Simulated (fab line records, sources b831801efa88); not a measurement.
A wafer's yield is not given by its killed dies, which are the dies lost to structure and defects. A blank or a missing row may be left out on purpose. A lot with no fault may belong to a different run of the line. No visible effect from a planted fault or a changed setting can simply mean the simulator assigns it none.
Shared-tool check	flow gf180mcu	13 lots and 39 wafers in the sample

== WHY IT WAS OPENED ==
Of 13 lots, 3 have the reading DUAL_GATE_OXIDATION_00_THK flagged at GF_DUAL_GATE_THK_MEAS_03. Fault-free wafers read 10.85 nm, with a standard deviation of 0.2.
Rule: a lot is flagged in two cases, either no wafer of it has a number, or all its wafers with numbers fall more than 4 standard deviations from that mean. As for the other lots, they are considered sound.

lot	measured	on	DUAL_GATE_OXIDATION_00_THK (nm), wafer by wafer	flag
L362	day 7 13:07	film_metro-04	10.84 10.97 10.65	
L363	day 7 19:52	film_metro-02	10.68 10.64 10.92	
L370	day 9 21:19	film_metro-04	13.76 13.93 13.75	FLAGGED
L371	day 10 04:17	film_metro-04	14.09 14.08 13.97	FLAGGED
L372	day 10 09:47	film_metro-04	14.08 14.02 13.98	FLAGGED
L374	day 11 01:59	film_metro-02	10.76 10.70 10.79	
L376	day 11 20:08	film_metro-01	10.71 10.82 10.66	
L378	day 12 15:37	film_metro-02	10.40 10.42 10.61	
L379	day 12 18:19	film_metro-01	10.75 10.65 10.72	
L380	day 13 01:28	film_metro-01	10.74 10.94 10.80	
L382	day 13 06:07	film_metro-04	11.19 11.09 10.91	
L383	day 13 16:26	film_metro-04	10.82 11.01 10.96	
L385	day 14 02:05	film_metro-02	11.16 11.05 10.93	
The numbers of the flagged lots are 13.96 nm on average: +3.11 nm against the usual, or +16 standard deviations.

== WHICH TOOL RAN EACH LOT ==
The record holds 2 process steps before the reading, out of a route of 602 steps. Each cell gives the tool, then ch followed by the chambers the sampled wafers passed through, then the start.
lot	flag	GF_MVSD_STRIP_10	GF_DUAL_GATE_OXIDATION_02
L362		plasma_asher-03 ch 0,1, day 4 10:17	furnace-02 ch 0, day 7 11:40
L363		plasma_asher-02 ch 0,1, day 4 16:26	furnace-02 ch 0, day 7 18:25
L370	FLAGGED	plasma_asher-03 ch 0,1, day 6 07:10	furnace-02 ch 0, day 9 19:52
L371	FLAGGED	plasma_asher-03 ch 1, day 6 14:35	furnace-02 ch 0, day 10 02:50
L372	FLAGGED	plasma_asher-02 ch 0,1, day 6 19:27	furnace-02 ch 0, day 10 08:20
L374		plasma_asher-01 ch 0,1, day 7 08:00	furnace-01 ch 0, day 11 00:32
L376		plasma_asher-01 ch 0,1, day 7 23:43	furnace-01 ch 0, day 11 18:41
L378		plasma_asher-01 ch 0,1, day 8 18:36	furnace-01 ch 0, day 12 14:10
L379		plasma_asher-03 ch 0,1, day 8 19:33	furnace-01 ch 0, day 12 16:52
L380		plasma_asher-02 ch 0,1, day 9 02:54	furnace-02 ch 0, day 13 00:01
L382		plasma_asher-01 ch 0,1, day 9 06:21	furnace-02 ch 0, day 13 04:40
L383		plasma_asher-01 ch 0,1, day 9 15:19	furnace-02 ch 0, day 13 14:59
L385		plasma_asher-03 ch 0, day 9 23:41	furnace-01 ch 0, day 14 00:37
What the steps here do:
- GF_MVSD_STRIP_10: strips in O2/N2.
- GF_DUAL_GATE_OXIDATION_02: stabilise 600 s, purge 300 s, target thk 10.887 nm.
- GF_DUAL_GATE_THK_MEAS_03

== FLAGGED OVER TOTAL, TOOL BY TOOL (the gauges that took the reading come last) ==
step	tool	lots run	flagged	share of the flagged lots	sound lots run after its first flagged lot
GF_MVSD_STRIP_10	plasma_asher-01	5	0	none	-
GF_MVSD_STRIP_10	plasma_asher-02	3	1	some	1 (L380)
GF_MVSD_STRIP_10	plasma_asher-03	5	2	some	2 (L379,L385)
GF_DUAL_GATE_OXIDATION_02	furnace-01	5	0	none	-
GF_DUAL_GATE_OXIDATION_02	furnace-02	8	3	all	3 (L380,L382,L383)
GF_DUAL_GATE_THK_MEAS_03	film_metro-01	3	0	none	-
GF_DUAL_GATE_THK_MEAS_03	film_metro-02	4	0	none	-
GF_DUAL_GATE_THK_MEAS_03	film_metro-04	6	3	all	2 (L382,L383)

== WHAT THE TABLE PERMITS ==
Rows of the table that ran all the flagged lots, 2 in number: furnace-02 at GF_DUAL_GATE_OXIDATION_02; film_metro-04 at GF_DUAL_GATE_THK_MEAS_03.
- furnace-02 at GF_DUAL_GATE_OXIDATION_02: 3 of its 8 lots flagged. After the first flagged lot (L380, L382, L383), sound lots still ran on it; a lasting fault on the whole tool would not permit that.
- film_metro-04 at GF_DUAL_GATE_THK_MEAS_03: 3 of its 6 lots flagged. After the first flagged lot (L382, L383), sound lots still ran on it; a lasting fault on the whole tool would not permit that.
There is no row in the table that ran each flagged lot and no sound lot after the first.

== WHAT THE SIMULATOR HAD PUT IN ==
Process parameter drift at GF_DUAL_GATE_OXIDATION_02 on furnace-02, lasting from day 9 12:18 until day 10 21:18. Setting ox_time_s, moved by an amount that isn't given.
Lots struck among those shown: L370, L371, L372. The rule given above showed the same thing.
